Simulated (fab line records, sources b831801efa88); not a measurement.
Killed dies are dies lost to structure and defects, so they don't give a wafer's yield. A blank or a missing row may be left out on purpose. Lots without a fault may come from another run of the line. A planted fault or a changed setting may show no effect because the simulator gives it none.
Which tool did it? | flow gf180mcu | 12 lots, 36 wafers sampled, at 6 steps of a route of 602

WHAT THE GAUGES READ, wafer by wafer
GF_NWELL_TW_MEAS_11. Usual: NWELL_TW 1558, standard deviation 21.
lot  | measured    | on            | NWELL_TW       | flag
L147 | day 3 07:32 | film_metro-03 | 1530 1540 1539 |
L148 | day 3 12:28 | film_metro-01 | 1568 1574 1562 |
L149 | day 3 18:23 | film_metro-01 | 1561 1563 1559 |
L151 | day 4 04:29 | film_metro-04 | 1563 1556 1554 |
L152 | day 4 09:06 | film_metro-01 | 1416 1411 1408 | OFF
L153 | day 4 19:11 | film_metro-04 | 1403 1399 1405 | OFF
L162 | day 6 23:20 | film_metro-04 | 1566 1566 1569 |
L164 | day 7 08:29 | film_metro-01 | 1572 1581 1583 |
L166 | day 7 15:07 | film_metro-04 | 1569 1564 1562 |
L167 | day 7 20:28 | film_metro-01 | 1584 1576 1574 |
L168 | day 8 03:23 | film_metro-01 | 1575 1572 1569 |
L170 | day 8 12:50 | film_metro-04 | 1579 1575 1587 |

GF_VT_IMPLANT_RS_MEAS_47: measures by four-point-probe. Usual: NWELL_RS 488.2 ohm/sq, standard deviation 1.3.
lot  | measured     | on            | NWELL_RS (ohm/sq) | flag
L147 | day 7 10:01  | film_metro-03 | 489.3 488.5 487.5 |
L148 | day 7 16:31  | film_metro-03 | 489.6 488.7 489.0 |
L149 | day 7 23:56  | film_metro-04 | 489.1 488.3 488.5 |
L151 | day 8 11:40  | film_metro-04 | 489.3 489.9 488.4 |
L152 | day 8 20:00  | film_metro-01 | 605.1 603.5 603.1 | OFF
L153 | day 9 07:12  | film_metro-01 | 603.9 606.4 605.1 | OFF
L162 | day 12 01:17 | film_metro-04 | 490.4 489.3 488.5 |
L164 | day 12 12:37 | film_metro-01 | 488.7 489.0 489.2 |
L166 | day 12 20:58 | film_metro-03 | 488.6 488.1 489.0 |
L167 | day 13 01:25 | film_metro-01 | 486.9 488.0 489.2 |
L168 | day 13 10:16 | film_metro-03 | 487.0 487.0 486.6 |
L170 | day 13 23:53 | film_metro-04 | 486.2 487.1 486.4 |

GF_POLY_GATE_THK_MEAS_01. Usual: POLY_GATE_CVD_00_THK 194.9 nm, standard deviation 2.
lot  | measured     | on            | POLY_GATE_CVD_00_THK (nm) | flag
L147 | day 8 07:59  | film_metro-03 | 191.1 190.1 193.7         |
L148 | day 8 15:01  | film_metro-02 | 195.6 196.4 195.2         |
L149 | day 8 22:17  | film_metro-03 | 193.4 195.4 195.0         |
L151 | day 9 12:25  | film_metro-02 | 195.1 195.8 197.0         |
L152 | day 9 18:13  | film_metro-03 | 192.8 194.1 192.2         |
L153 | day 10 05:33 | film_metro-03 | 193.9 195.2 194.4         |
L162 | day 13 05:02 | film_metro-03 | 195.0 194.8 197.3         |
L164 | day 13 16:59 | film_metro-01 | 198.3 197.5 196.7         |
L166 | day 13 23:42 | film_metro-01 | 195.8 196.6 197.4         |
L167 | day 14 05:53 | film_metro-01 | 193.9 196.6 193.9         |
L168 | day 14 12:54 | film_metro-03 | 195.9 193.4 195.3         |
L170 | day 15 04:21 | film_metro-02 | 194.6 193.9 193.7         |

GF_NSD_CD_MEAS_07: target cd 400 nm. Usual: cd_nm 399.8 nm, standard deviation 2.6.
lot  | measured     | on        | cd_nm (nm)        | flag
L147 | day 13 02:21 | cd_sem-01 | 400.4 401.6 399.9 |
L148 | day 13 12:56 | cd_sem-01 | 401.2 400.3 400.7 |
L149 | day 13 19:43 | cd_sem-02 | 397.7 398.2 397.6 |
L151 | day 14 11:46 | cd_sem-02 | 397.9 399.6 401.3 |
L152 | day 14 18:14 | cd_sem-01 | 402.6 401.0 401.2 |
L153 | day 15 10:35 | cd_sem-01 | 396.3 397.0 396.2 |
L162 | day 18 21:55 | cd_sem-02 | 398.7 398.9 398.7 |
L164 | day 19 13:08 | cd_sem-01 | 402.8 402.9 401.8 |
L166 | day 19 20:08 | cd_sem-01 | 400.3 401.8 402.2 |
L167 | day 20 02:26 | cd_sem-02 | 395.9 397.6 398.3 |
L168 | day 20 11:07 | cd_sem-01 | 402.0 403.0 401.2 |
L170 | day 21 04:03 | cd_sem-01 | 403.3 406.6 404.7 |

WHICH TOOL RAN EACH LOT (tool, then ch and the chambers of the sampled wafers, then the start)
lot  | GF_NWELL_IMPLANT_08            | GF_POLY_GATE_STRIP_14
L147 | implanter-02 ch 0, day 3 07:08 | plasma_asher-04 ch 0,1, day 9 00:29
L148 | implanter-04 ch 0, day 3 12:04 | plasma_asher-03 ch 0,1, day 9 08:01
L149 | implanter-04 ch 0, day 3 18:01 | plasma_asher-01 ch 0,1, day 9 16:28
L151 | implanter-02 ch 0, day 4 04:05 | plasma_asher-01 ch 0,1, day 10 06:13
L152 | implanter-02 ch 0, day 4 08:44 | plasma_asher-01 ch 0,1, day 10 11:49
L153 | implanter-02 ch 0, day 4 18:47 | plasma_asher-04 ch 1, day 11 00:14
L162 | implanter-01 ch 0, day 6 22:58 | plasma_asher-04 ch 0,1, day 14 00:53
L164 | implanter-01 ch 0, day 7 08:05 | plasma_asher-01 ch 0,1, day 14 14:26
L166 | implanter-02 ch 0, day 7 14:43 | plasma_asher-01 ch 0,1, day 14 20:46
L167 | implanter-04 ch 0, day 7 20:04 | plasma_asher-01 ch 0,1, day 15 02:56
L168 | implanter-01 ch 0, day 8 02:59 | plasma_asher-04 ch 0,1, day 15 10:23
L170 | implanter-01 ch 0, day 8 12:26 | plasma_asher-03 ch 1, day 16 02:23
- GF_NWELL_IMPLANT_08
- GF_POLY_GATE_STRIP_14: strips in O2/N2.

WHAT THE TOOLS THEMSELVES READ (means of the sampled wafers that have a number; where no wafer has one, the mark that the record gives instead)
GF_NWELL_IMPLANT_08. Usual: beam_energy_keV 450.03, standard deviation 0.15; dose_ions_cm2 1.5002e+13, standard deviation 1.6e+10; faraday_current_uA 84.6, standard deviation 1.6.
lot  | tool         | beam_energy_keV | dose_ions_cm2 | faraday_current_uA | flag
L147 | implanter-02 | 450.17          | 1.4984e+13    | 84.9               |
L148 | implanter-04 | 450.05          | 1.5000e+13    | 83.5               |
L149 | implanter-04 | 449.77          | 1.5010e+13    | 84.4               |
L151 | implanter-02 | 449.92          | 1.4990e+13    | 84.2               |
L152 | implanter-02 | 450.00          | 1.0064e+13    | 56.4               | OFF
L153 | implanter-02 | 449.96          | 1.0064e+13    | 56.5               | OFF
L162 | implanter-01 | 449.81          | 1.5022e+13    | 84.3               |
L164 | implanter-01 | 450.01          | 1.4987e+13    | 83.8               |
L166 | implanter-02 | 449.80          | 1.4992e+13    | 86.8               |
L167 | implanter-04 | 449.92          | 1.4986e+13    | 84.3               |
L168 | implanter-01 | 450.05          | 1.4996e+13    | 85.5               |
L170 | implanter-01 | 450.06          | 1.5015e+13    | 84.1               |

GF_POLY_GATE_STRIP_14. Usual: drypump_motor_current_A 6.2 A, standard deviation 0.38; heater_power_w 328 W, standard deviation 38; oes_product_au 0.504 a.u., standard deviation 0.0045; platen_temp_c 249.96 C, standard deviation 0.17.
lot  | tool            | drypump_motor_current_A (A) | heater_power_w (W) | oes_product_au (a.u.) | platen_temp_c (C) | flag
L147 | plasma_asher-04 | 6.0                         | 292                | 0.506                 | 249.81            |
L148 | plasma_asher-03 | 6.2                         | 367                | 0.504                 | 249.99            |
L149 | plasma_asher-01 | 6.4                         | 348                | 0.504                 | 250.07            |
L151 | plasma_asher-01 | 6.5                         | 333                | 0.506                 | 249.88            |
L152 | plasma_asher-01 | 6.4                         | 345                | 0.506                 | 250.29            |
L153 | plasma_asher-04 | 6.0                         | 292                | 0.506                 | 250.10            |
L162 | plasma_asher-04 | 6.0                         | 292                | 0.508                 | 249.84            |
L164 | plasma_asher-01 | 6.5                         | 327                | 0.502                 | 249.87            |
L166 | plasma_asher-01 | 6.4                         | 343                | 0.505                 | 249.81            |
L167 | plasma_asher-01 | 6.4                         | 348                | 0.508                 | 249.80            |
L168 | plasma_asher-04 | 6.0                         | 295                | 0.503                 | 249.86            |
L170 | plasma_asher-03 | 6.6                         | 391                | 0.506                 | 249.88            |

THE ANSWER, worked out from the rows above alone
Rule: a lot is off if the mean of its wafers that have a number lies more than 3 standard deviations from the usual mean. A lot without any number at a reading at which 4 lots or more have one is off too. The other lots that the step has rows for count as sound. The gauges are gone through in route order, then the tools' own readings, and for those a lot's mean is taken as printed above. The first step at which some lot is off is used, and at that step the reading that is off furthest; a lot without a number counts as furthest.
Off: L152, L153, at GF_NWELL_TW_MEAS_11 (NWELL_TW).
A tool fits if, at a process step before that reading, it ran every lot that is off, and no sound lot after the first of them. The gauges at GF_NWELL_TW_MEAS_11 aren't tried: what is off there is off at GF_NWELL_IMPLANT_08 too, on other tools, and a gauge's error can't cause that. None of those tried fits.

WHAT THE SIMULATOR HAD PUT IN
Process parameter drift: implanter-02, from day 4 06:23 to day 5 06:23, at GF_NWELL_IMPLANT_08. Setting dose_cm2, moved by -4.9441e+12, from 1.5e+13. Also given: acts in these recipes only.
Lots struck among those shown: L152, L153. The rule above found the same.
